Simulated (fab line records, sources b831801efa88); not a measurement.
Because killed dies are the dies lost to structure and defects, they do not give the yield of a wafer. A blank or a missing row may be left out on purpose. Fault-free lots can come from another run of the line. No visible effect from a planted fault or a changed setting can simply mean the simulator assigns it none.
Chamber matching | flow gf180mcu | rie_diel-01 running GF_PASSIVATION_ETCH_11: 4 sister chambers
The step etches the open film in CF4/O2, stops on TiN, target depth 2040 nm, time 453.3 s. 8 wafers are shown with their chamber, then 11 later ones without.

== WAFERS WITH THEIR CHAMBER ==
wafer  | chamber | oes_product_au (a.u.) | throttle_valve_pct (%)
L080.1 | 3       | 0.989                 | 5.975
L080.3 | 1       | 0.990                 | 5.971
L080.6 | 3       | 0.987                 | 5.969
L081.6 | 0       | 0.992                 | 5.967
L082.2 | 0       | 0.995                 | 5.957
L082.3 | 2       | 0.994                 | 5.974
L082.4 | 1       | 0.992                 | 5.957
L083.1 | 2       | 0.982                 | 5.977

== WAFERS WITH NO CHAMBER GIVEN ==
wafer  | oes_product_au (a.u.) | throttle_valve_pct (%)
L083.2 | 0.991                 | 5.967
L083.6 | 0.985                 | 5.951
L088.3 | 0.984                 | 5.961
L088.5 | 0.987                 | 5.961
L088.6 | 0.987                 | 5.953
L093.3 | 0.983                 | 5.958
L093.4 | 0.985                 | 5.963
L093.5 | 0.973                 | 5.975
L094.3 | 0.984                 | 5.960
L094.5 | 0.992                 | 5.961
L094.6 | 0.991                 | 5.976

== WHICH CHAMBER EACH ONE RAN IN ==
wafer  | from the rows above               | in truth
L083.2 | can't be placed: 1 or 0 or 3 or 2 | 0
L083.6 | can't be placed: 1 or 0 or 3 or 2 | 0
L088.3 | can't be placed: 1 or 3 or 0 or 2 | 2
L088.5 | can't be placed: 1 or 0 or 3 or 2 | 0
L088.6 | can't be placed: 1 or 0 or 3 or 2 | 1
L093.3 | can't be placed: 1 or 3 or 0 or 2 | 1
L093.4 | can't be placed: 1 or 3 or 0 or 2 | 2
L093.5 | can't be placed: 2 or 3 or 1 or 0 | 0
L094.3 | can't be placed: 1 or 3 or 0 or 2 | 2
L094.5 | can't be placed: 0 or 1 or 3      | 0
L094.6 | can't be placed: 2 or 3 or 1 or 0 | 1
0 of 11 placed correctly. Can't be placed from these rows: 11 (the true chamber is among the candidates in 11). 0 placed wrongly.
How it was worked out, from the rows above alone: a wafer's distance from a chamber is the root of the sum, over the readings, of the square of ((its reading less the chamber's mean) divided by the reading's scatter). If the next closest chamber is less than 2 further off than the closest, the wafer can't be placed; otherwise it belongs to the closest. For every chamber, the mean is computed from those of its wafers that are shown. The scatter: the root of (the sum of the squares of (reading less its chamber's mean) over the shown wafers, divided by (wafers less chambers)).
